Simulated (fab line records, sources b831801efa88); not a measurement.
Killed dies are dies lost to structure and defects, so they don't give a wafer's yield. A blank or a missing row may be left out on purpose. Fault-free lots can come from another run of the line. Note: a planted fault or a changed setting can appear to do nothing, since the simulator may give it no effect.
fab line records ; flow sky130
record: lots: 15; wafers: 45; last_day: 50
route steps=708 shown LDD_HVN@276 RES_XHIGH@339 METAL1@436 CAPM@549
lots that met no fault: from a run of the same line without faults
start_h: hours from the record's first day to the start of the lot's first wafer shown ; wait_h: hours from the lot's prior step to this one ; " identical to the entry in the row above ; L1.1+2: a row that stands for several wafers ; - no value, or no start was given ; * or withheld: withheld ; < > ~ a bound
route shown NAME@n: NAME is a module with steps in the file, n the number in the route of the first one ; usual: average and standard deviation across the fault-free wafers ; same: alike in all rows ; chamber/n: place in a boat ; sites: per-site readings ; _std_site: the standard deviation of these ; _edge_site: mean of outer sites minus mean of inner sites ; radius_mm: for every site, how far away it sits from the centre of the wafer ; mask NAME#n: copy n ; behind: the tool/chamber that last shaped the wafer ; hold: why the lot went on hold/how many hours it stayed there/how the hold came to an end ; device: transistor that didn't switch, given as n, p or np ; end of line: tests of these same wafers at the route's end ; a step with no rows: only its recipe ; killed: count of dies lost to structure and defects at first sort (not the wafer's yield) ; map: shows each die of a wafer: x if killed, . if not, _ if none is there
set.NAME: the setting that was run; set.NAME@STEP: the one run at that earlier step ; model.NAME: the simulator's own value behind a step, which no gauge read
steps of the route over a sample of lots; a table a step, a row a wafer
services: when a tool's chamber went out of use (start_h, in hours from the record's first day, below 0 if earlier), for how many hours, and the reason
== steps ==
step: SKY_LDD_HVN_STRIP_09
recipe: chemistry: O2/N2; power_w: 1400; pressure_mtorr: 1500; platen_temp_c: withheld; o2_flow_sccm: 3000; n2_flow_sccm: 300; overash_fraction: 0.5
usual: chamber_pressure_mTorr: 1500.1/1.3; drypump_motor_current_A: 5.7/0.33; oes_product_au: 0.409/0.0045; strip_time_to_endpoint_s: 4.134/0.014
lot.wafer;tool;chamber;start_h;wait_h;chamber_pressure_mTorr;drypump_motor_current_A;oes_product_au;rf_hours_counter_h;strip_time_to_endpoint_s
L687.3;plasma_asher-02;0;460.80;0.1;1499.9;5.6;0.413;-;4.126
L687.5;plasma_asher-02;0;460.80;0.1;1500.4;5.6;0.404;-;4.130
L687.6;plasma_asher-02;1;460.80;0.1;1502.3;5.5;0.407;-;4.140
L688.1;plasma_asher-02;0;478.22;0.1;1499.1;5.6;0.410;34;4.149
L688.2;plasma_asher-02;1;478.22;0.1;1498.2;5.5;0.403;34;4.147
L688.5;plasma_asher-02;1;478.22;0.1;1502.4;5.5;0.407;-;4.132
L689.2;plasma_asher-03;0;481.11;0.1;1498.6;5.2;0.409;76;4.150
L689.3;plasma_asher-03;0;481.11;0.1;1499.7;5.1;0.404;-;4.139
L689.5;plasma_asher-03;1;481.11;0.1;1501.3;5.7;0.412;-;4.153
L691.1;plasma_asher-03;1;495.89;0.1;1499.8;5.7;0.414;78;4.147
L691.2;plasma_asher-03;0;495.89;0.1;1499.0;5.1;0.407;78;4.148
L691.5;plasma_asher-03;0;495.89;0.1;1500.8;5.1;0.407;-;4.149
L692.1;plasma_asher-03;0;525.79;0.1;1499.8;5.2;0.410;81;4.134
L692.2;plasma_asher-03;1;525.79;0.1;1499.4;5.7;0.402;81;4.108
L692.6;plasma_asher-03;1;525.79;0.1;1501.3;5.7;0.412;-;4.149
L693.2;plasma_asher-02;1;527.54;0.1;1499.3;5.5;0.406;39;4.135
L693.3;plasma_asher-02;1;527.54;0.1;1498.6;5.5;0.405;-;4.127
L693.6;plasma_asher-02;0;527.54;0.1;1501.8;5.6;0.411;-;4.142
L696.1;plasma_asher-02;1;566.77;0.1;1501.3;5.5;0.408;43;4.137
L696.2;plasma_asher-02;0;566.77;0.1;1498.8;5.6;0.406;43;4.132
L696.5;plasma_asher-02;0;566.77;0.1;1499.7;5.6;0.403;-;4.127
L697.2;plasma_asher-04;1;567.07;0.1;1501.6;5.8;0.396;76;4.107
L697.4;plasma_asher-04;0;567.07;0.1;1501.1;6.2;0.413;-;4.125
L697.6;plasma_asher-04;1;567.07;0.1;1498.5;5.8;0.410;-;4.131
L698.1;plasma_asher-02;1;586.38;0.1;1500.6;5.5;0.417;45;4.123
L698.2;plasma_asher-02;0;586.38;0.1;1500.0;5.6;0.405;45;4.123
L698.3;plasma_asher-02;0;586.38;0.1;1500.8;5.6;0.406;-;4.100
L705.2;plasma_asher-03;0;624.26;0.1;1499.2;5.1;0.416;90;4.136
L705.5;plasma_asher-03;1;624.26;0.1;1499.5;5.7;0.404;-;4.136
L705.6;plasma_asher-03;0;624.26;0.1;1499.2;5.1;0.408;-;4.135
L704.1;plasma_asher-04;0;626.96;0.1;1499.1;6.2;0.404;82;4.126
L704.3;plasma_asher-04;1;626.96;0.1;1499.1;5.8;0.409;-;4.129
L704.4;plasma_asher-04;0;626.96;0.1;1498.7;6.2;0.406;-;4.153
L706.1;plasma_asher-02;1;628.46;0.1;1500.8;5.5;0.409;49;4.114
L706.2;plasma_asher-02;0;628.46;0.1;1499.7;5.6;0.410;49;4.151
L706.4;plasma_asher-02;0;628.46;0.1;1500.3;5.6;0.413;-;4.124
L707.2;plasma_asher-03;0;656.63;0.1;1500.0;5.2;0.409;94;4.127
L707.3;plasma_asher-03;1;656.63;0.1;1500.8;5.7;0.404;-;4.132
L707.4;plasma_asher-03;0;656.63;0.1;1501.7;5.1;0.408;-;4.126
L709.3;plasma_asher-04;1;658.19;0.1;1499.8;5.8;0.419;-;4.115
L709.4;plasma_asher-04;0;658.19;0.1;1503.2;6.2;0.412;-;4.114
L709.5;plasma_asher-04;0;658.19;0.1;1500.2;6.2;0.400;-;4.123
L710.2;plasma_asher-04;0;666.51;0.1;1501.2;6.2;0.413;87;4.138
L710.3;plasma_asher-04;1;666.51;0.1;1503.1;5.8;0.411;-;4.130
L710.4;plasma_asher-04;0;666.51;0.1;1500.4;6.2;0.399;-;4.114
step: SKY_RES_XHIGH_IMPLANT_07
recipe: species: BF2; energy_kev: 20; dose_cm2: 3.6e+14; tilt_deg: 0
usual: beam_energy_keV: 20.000/0.0057; beam_on_s: 39/5.7; dose_ions_cm2: 3.599e+14/4.2e+11
lot.wafer;tool;chamber;start_h;wait_h;beam_energy_keV;beam_on_s;dose_ions_cm2
L687.3;implanter-01;0;612.92;0.1;20.006;45;3.596e+14
L687.5;implanter-01;0;612.92;0.1;19.995;44;3.608e+14
L687.6;implanter-01;0;612.92;0.1;19.999;45;3.601e+14
L688.1;implanter-01;0;630.05;0.1;20.004;45;3.608e+14
L688.2;implanter-01;0;630.05;0.1;19.994;44;3.596e+14
L688.5;implanter-01;0;630.05;0.1;20.000;45;3.595e+14
L689.2;implanter-04;0;633.07;0.1;19.995;32;3.598e+14
L689.3;implanter-04;0;633.07;0.1;20.000;31;3.6e+14
L689.5;implanter-04;0;633.07;0.1;20.003;31;3.602e+14
L691.1;implanter-04;0;647.11;0.1;20.001;33;3.599e+14
L691.2;implanter-04;0;647.11;0.1;20.014;32;3.599e+14
L691.5;implanter-04;0;647.11;0.1;20.006;30;3.597e+14
L692.1;implanter-04;0;675.86;0.1;20.002;31;3.597e+14
L692.2;implanter-04;0;675.86;0.1;19.999;32;3.601e+14
L692.6;implanter-04;0;675.86;0.1;19.994;30;3.593e+14
L693.2;implanter-02;0;678.12;0.1;20.000;35;3.6e+14
L693.3;implanter-02;0;678.12;0.1;19.999;36;3.597e+14
L693.6;implanter-02;0;678.12;0.1;20.004;36;3.599e+14
L696.1;implanter-01;-;710.92;0.1;-;-;-
L696.2;implanter-01;-;710.92;0.1;-;-;-
L696.5;implanter-01;-;710.92;0.1;-;-;-
L697.2;implanter-02;-;713.60;0.1;-;-;-
L697.4;implanter-02;-;713.60;0.1;-;-;-
L697.6;implanter-02;-;713.60;0.1;-;-;-
L698.1;implanter-04;-;733.06;0.1;-;-;-
L698.2;implanter-04;-;733.06;0.1;-;-;-
L698.3;implanter-04;-;733.06;0.1;-;-;-
L705.2;implanter-04;0;765.29;0.1;20.001;31;3.599e+14
L705.5;implanter-04;0;765.29;0.1;19.999;32;3.591e+14
L705.6;implanter-04;0;765.29;0.1;19.999;31;3.6e+14
L704.1;implanter-02;0;767.70;0.1;20.005;34;3.598e+14
L704.3;implanter-02;0;767.70;0.1;19.998;34;3.601e+14
L704.4;implanter-02;0;767.70;0.1;20.000;36;3.596e+14
L706.1;implanter-01;0;771.37;0.1;20.007;43;3.595e+14
L706.2;implanter-01;0;771.37;0.1;20.014;43;3.597e+14
L706.4;implanter-01;0;771.37;0.1;20.008;43;3.604e+14
L707.2;implanter-01;0;795.97;0.1;19.991;44;3.599e+14
L707.3;implanter-01;0;795.97;0.1;19.999;44;3.603e+14
L707.4;implanter-01;0;795.97;0.1;19.997;46;3.604e+14
L709.3;implanter-02;0;799.12;0.1;20.004;35;3.599e+14
L709.4;implanter-02;0;799.12;0.1;20.006;34;3.603e+14
L709.5;implanter-02;0;799.12;0.1;20.003;35;3.588e+14
L710.2;implanter-01;0;803.13;0.1;20.003;44;3.601e+14
L710.3;implanter-01;0;803.13;0.1;20.002;44;3.605e+14
L710.4;implanter-01;0;803.13;0.1;20.006;45;3.599e+14
step: SKY_RES_XHIGH_TW_MEAS_09
usual: RES_XHIGH_TW: 1637/9.9
lot.wafer;tool;chamber;start_h;wait_h;RES_XHIGH_TW
L687.3;film_metro-02;-;613.14;0.1;1634
L687.5;film_metro-02;-;613.14;0.1;1626
L687.6;film_metro-02;-;613.14;0.1;1630
L688.1;film_metro-03;-;630.30;0.1;1656
L688.2;film_metro-03;-;630.30;0.1;1647
L688.5;film_metro-03;-;630.30;0.1;1648
L689.2;film_metro-02;-;633.31;0.1;1645
L689.3;film_metro-02;-;633.31;0.1;1641
L689.5;film_metro-02;-;633.31;0.1;1638
L691.1;film_metro-03;-;647.36;0.1;1637
L691.2;film_metro-03;-;647.36;0.1;1642
L691.5;film_metro-03;-;647.36;0.1;1637
L692.1;film_metro-04;-;676.11;0.1;1631
L692.2;film_metro-04;-;676.11;0.1;1633
L692.6;film_metro-04;-;676.11;0.1;1625
L693.2;film_metro-03;-;678.36;0.1;1643
L693.3;film_metro-03;-;678.36;0.1;1636
L693.6;film_metro-03;-;678.36;0.1;1640
L696.1;film_metro-03;-;711.17;0.1;30
L696.2;film_metro-03;-;711.17;0.1;30
L696.5;film_metro-03;-;711.17;0.1;30
L697.2;film_metro-03;-;713.83;0.1;30
L697.4;film_metro-03;-;713.83;0.1;30
L697.6;film_metro-03;-;713.83;0.1;30
L698.1;film_metro-04;-;733.31;0.1;30
L698.2;film_metro-04;-;733.31;0.1;30
L698.3;film_metro-04;-;733.31;0.1;30
L705.2;film_metro-02;-;765.53;0.1;1628
L705.5;film_metro-02;-;765.53;0.1;1627
L705.6;film_metro-02;-;765.53;0.1;1632
L704.1;film_metro-02;-;767.95;0.1;1629
L704.3;film_metro-02;-;767.95;0.1;1641
L704.4;film_metro-02;-;767.95;0.1;1636
L706.1;film_metro-02;-;771.62;0.1;1642
L706.2;film_metro-02;-;771.62;0.1;1641
L706.4;film_metro-02;-;771.62;0.1;1648
L707.2;film_metro-03;-;796.21;0.1;1637
L707.3;film_metro-03;-;796.21;0.1;1639
L707.4;film_metro-03;-;796.21;0.1;1647
L709.3;film_metro-04;-;799.34;0.1;1615
L709.4;film_metro-04;-;799.34;0.1;1624
L709.5;film_metro-04;-;799.34;0.1;1629
L710.2;film_metro-03;-;803.37;0.1;1641
L710.3;film_metro-03;-;803.37;0.1;1642
L710.4;film_metro-03;-;803.37;0.1;1643
step: SKY_SD_N_RS_MEAS_18
recipe: thk_meas_gauge: four-point-probe
usual: RES_XHIGH_RS: 333.3/1.2
lot.wafer;tool;chamber;start_h;wait_h;RES_XHIGH_RS[ohm/sq]
L687.3;film_metro-02;-;642.79;0.1;333.1
L687.5;film_metro-02;-;642.79;0.1;332.9
L687.6;film_metro-02;-;642.79;0.1;333.2
L688.1;film_metro-02;-;659.35;0.1;331.6
L688.2;film_metro-02;-;659.35;0.1;331.6
L688.5;film_metro-02;-;659.35;0.1;331.8
L689.2;film_metro-03;-;662.26;0.1;332.8
L689.3;film_metro-03;-;662.26;0.1;334.4
L689.5;film_metro-03;-;662.26;0.1;334.5
L691.1;film_metro-02;-;676.17;0.1;335.7
L691.2;film_metro-02;-;676.17;0.1;335.2
L691.5;film_metro-02;-;676.17;0.1;335.2
L692.1;film_metro-02;-;705.19;0.1;332.3
L692.2;film_metro-02;-;705.19;0.1;332.3
L692.6;film_metro-02;-;705.19;0.1;333.3
L693.2;film_metro-02;-;707.56;0.1;332.6
L693.3;film_metro-02;-;707.56;0.1;334.2
L693.6;film_metro-02;-;707.56;0.1;333.9
L696.1;film_metro-04;-;739.55;0.1;133.5
L696.2;film_metro-04;-;739.55;0.1;133.3
L696.5;film_metro-04;-;739.55;0.1;133.2
L697.2;film_metro-03;-;742.47;0.1;133.1
L697.4;film_metro-03;-;742.47;0.1;132.9
L697.6;film_metro-03;-;742.47;0.1;133.0
L698.1;film_metro-02;-;762.72;0.1;133.2
L698.2;film_metro-02;-;762.72;0.1;132.9
L698.3;film_metro-02;-;762.72;0.1;133.2
L705.2;film_metro-03;-;793.61;0.1;335.6
L705.5;film_metro-03;-;793.61;0.1;334.7
L705.6;film_metro-03;-;793.61;0.1;333.9
L704.1;film_metro-02;-;795.74;0.1;332.5
L704.3;film_metro-02;-;795.74;0.1;331.3
L704.4;film_metro-02;-;795.74;0.1;330.9
L706.1;film_metro-04;-;799.12;0.1;334.9
L706.2;film_metro-04;-;799.12;0.1;334.9
L706.4;film_metro-04;-;799.12;0.1;334.4
L707.2;film_metro-03;-;823.47;0.1;332.9
L707.3;film_metro-03;-;823.47;0.1;333.4
L707.4;film_metro-03;-;823.47;0.1;333.4
L709.3;film_metro-04;-;825.95;0.1;335.0
L709.4;film_metro-04;-;825.95;0.1;334.7
L709.5;film_metro-04;-;825.95;0.1;334.4
L710.2;film_metro-04;-;830.71;0.1;335.2
L710.3;film_metro-04;-;830.71;0.1;334.0
L710.4;film_metro-04;-;830.71;0.1;335.2
step: SKY_METAL1_SPUTTER_02
recipe: material: AlCu; target_thk_nm: 250; power_w: 10600; time_s: 13.3; chamber_pressure_pa: 0.4
usual: throttle_valve_pct: 29.8/0.8
lot.wafer;tool;chamber;start_h;wait_h;throttle_valve_pct
L687.3;pvd_sputter-03;-;733.77;0.0;29.9
L687.5;pvd_sputter-03;-;733.77;0.0;29.9
L687.6;pvd_sputter-03;-;733.77;0.0;28.9
L688.1;pvd_sputter-04;-;748.05;0.0;30.8
L688.2;pvd_sputter-04;-;748.05;0.0;29.0
L688.5;pvd_sputter-04;-;748.05;0.0;29.2
L689.2;pvd_sputter-03;-;750.10;0.0;29.1
L689.3;pvd_sputter-03;-;750.10;0.0;29.3
L689.5;pvd_sputter-03;-;750.10;0.0;29.6
L691.1;pvd_sputter-04;-;764.18;0.0;28.9
L691.2;pvd_sputter-04;-;764.18;0.0;30.8
L691.5;pvd_sputter-04;-;764.18;0.0;30.3
L692.1;pvd_sputter-02;-;791.65;0.0;30.9
L692.2;pvd_sputter-02;-;791.65;0.0;30.3
L692.6;pvd_sputter-02;-;791.65;0.0;28.8
L693.2;pvd_sputter-03;-;793.90;0.0;29.7
L693.3;pvd_sputter-03;-;793.90;0.0;29.0
L693.6;pvd_sputter-03;-;793.90;0.0;30.2
L705.2;pvd_sputter-02;-;877.04;0.0;30.2
L705.5;pvd_sputter-02;-;877.04;0.0;31.1
L705.6;pvd_sputter-02;-;877.04;0.0;30.3
L704.1;pvd_sputter-04;-;878.81;0.0;29.1
L704.3;pvd_sputter-04;-;878.81;0.0;30.5
L704.4;pvd_sputter-04;-;878.81;0.0;29.0
L706.1;pvd_sputter-04;-;881.72;0.0;30.8
L706.2;pvd_sputter-04;-;881.72;0.0;30.3
L706.4;pvd_sputter-04;-;881.72;0.0;29.1
L707.2;pvd_sputter-03;-;905.47;0.0;29.9
L707.3;pvd_sputter-03;-;905.47;0.0;29.9
L707.4;pvd_sputter-03;-;905.47;0.0;29.3
L709.3;pvd_sputter-03;-;908.80;0.0;29.1
L709.4;pvd_sputter-03;-;908.80;0.0;29.2
L709.5;pvd_sputter-03;-;908.80;0.0;29.8
L710.2;pvd_sputter-02;-;911.73;0.0;30.0
L710.3;pvd_sputter-02;-;911.73;0.0;28.5
L710.4;pvd_sputter-02;-;911.73;0.0;30.8
step: SKY_CAPM_OVL_MEAS_12
usual: CAPM_OVL: 0.3/1.5
lot.wafer;tool;chamber;start_h;wait_h;CAPM_OVL[nm]
L687.3;overlay-01;-;870.80;0.1;1.7
L687.5;overlay-01;-;870.80;0.1;-0.4
L687.6;overlay-01;-;870.80;0.1;-0.1
L688.1;overlay-02;-;883.76;0.1;-2.2
L688.2;overlay-02;-;883.76;0.1;-0.4
L688.5;overlay-02;-;883.76;0.1;-2.1
L689.2;overlay-02;-;886.37;0.1;2.8
L689.3;overlay-02;-;886.37;0.1;2.1
L689.5;overlay-02;-;886.37;0.1;2.4
L691.1;overlay-02;-;900.81;0.1;0.5
L691.2;overlay-02;-;900.81;0.1;1.5
L691.5;overlay-02;-;900.81;0.1;1.9
L692.1;overlay-01;-;925.96;0.1;-1.0
L692.2;overlay-01;-;925.96;0.1;-2.1
L692.6;overlay-01;-;925.96;0.1;-1.3
L693.2;overlay-01;-;929.87;0.1;0.5
L693.3;overlay-01;-;929.87;0.1;-0.4
L693.6;overlay-01;-;929.87;0.1;-0.3
L705.2;overlay-02;-;1005.42;0.1;-0.1
L705.5;overlay-02;-;1005.42;0.1;-1.2
L705.6;overlay-02;-;1005.42;0.1;-2.2
L704.1;overlay-01;-;1007.42;0.1;-1.4
L704.3;overlay-01;-;1007.42;0.1;-0.5
L704.4;overlay-01;-;1007.42;0.1;-1.5
L706.1;overlay-02;-;1010.76;0.1;0.5
L706.2;overlay-02;-;1010.76;0.1;1.3
L706.4;overlay-02;-;1010.76;0.1;3.0
L707.2;overlay-02;-;1031.78;0.1;4.5
L707.3;overlay-02;-;1031.78;0.1;2.0
L707.4;overlay-02;-;1031.78;0.1;4.0
L709.3;overlay-01;-;1034.45;0.1;-0.6
L709.4;overlay-01;-;1034.45;0.1;-1.2
L709.5;overlay-01;-;1034.45;0.1;-2.0
L710.2;overlay-02;-;1037.32;0.1;1.6
L710.3;overlay-02;-;1037.32;0.1;0.0
L710.4;overlay-02;-;1037.32;0.1;2.8
== services ==
tool;chamber;start_h;hours;kind
plasma_asher-04;-;440.78;1.6;repair
implanter-01;-;442.35;2.9;pm
implanter-04;-;483.89;8.7;repair
implanter-04;-;487.79;1.8;repair
pvd_sputter-03;-;519.15;7.4;repair
implanter-01;-;539.00;2.3;repair
implanter-04;-;566.61;7.0;pm
implanter-01;-;595.92;1.8;repair
plasma_asher-03;-;605.77;6.0;repair
plasma_asher-02;-;631.54;77.4;repair
implanter-04;-;636.27;1.5;repair
pvd_sputter-03;-;646.67;2.2;repair
implanter-01;-;650.77;5.3;pm
implanter-04;-;660.18;5.5;pm
pvd_sputter-03;-;665.07;3.1;repair
pvd_sputter-03;-;667.37;4.6;repair
implanter-01;-;701.02;5.7;repair
plasma_asher-03;-;733.75;9.0;pm
plasma_asher-02;-;739.98;1.3;repair
implanter-01;-;774.71;2.6;repair
implanter-01;-;812.16;16.2;repair
implanter-01;-;833.71;26.1;repair
plasma_asher-03;-;881.51;2.8;pm
implanter-04;-;908.24;3.4;repair
== key ==
first_sign: step: SKY_RES_XHIGH_IMPLANT_07; reading: tool_record; direction: missing
effect: step: SKY_RES_XHIGH_TW_MEAS_09; reading: RES_XHIGH_TW; direction: down; sigmas: 99+; usual: 1637; struck: 30
effect: step: SKY_SD_N_RS_MEAS_18; reading: RES_XHIGH_RS; direction: down; sigmas: 99+; usual: 333.3; struck: 133.2
met_at SKY_RES_XHIGH_IMPLANT_07
struck_lots L696,L697,L698
later_rows_left_out L696.1,L696.2,L696.5,L697.2,L697.4,L697.6,L698.1,L698.2,L698.3
sort_left_out L696.1,L696.2,L696.5,L697.2,L697.4,L697.6,L698.1,L698.2,L698.3
tester_left_out L696,L697,L698
not_acting_at SKY_LDD_HVN_STRIP_09,SKY_METAL1_SPUTTER_02,SKY_CAPM_OVL_MEAS_12
onset_between 678.12 710.92
fault: kind: skipped_step_whole; tool: implanter-01,implanter-02,implanter-04; chamber: -; onset_h: 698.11; steps: SKY_RES_XHIGH_IMPLANT_07; scope: struck_lots_only
tester_left_out: of these lots the tester's yield and bins aren't shown, on N5 and GAA mostly nor the transistor test; their killed dies are dies lost to structure and defects alone, not to doping, threshold or leakage, so they don't give the yield
sort_left_out: the simulated sort isn't trusted on such a fault, so these wafers' sort isn't shown, and their yield isn't known
later_rows_left_out: the simulator's readings of these wafers behind a module that went badly wrong aren't trusted and aren't shown, but for the sort
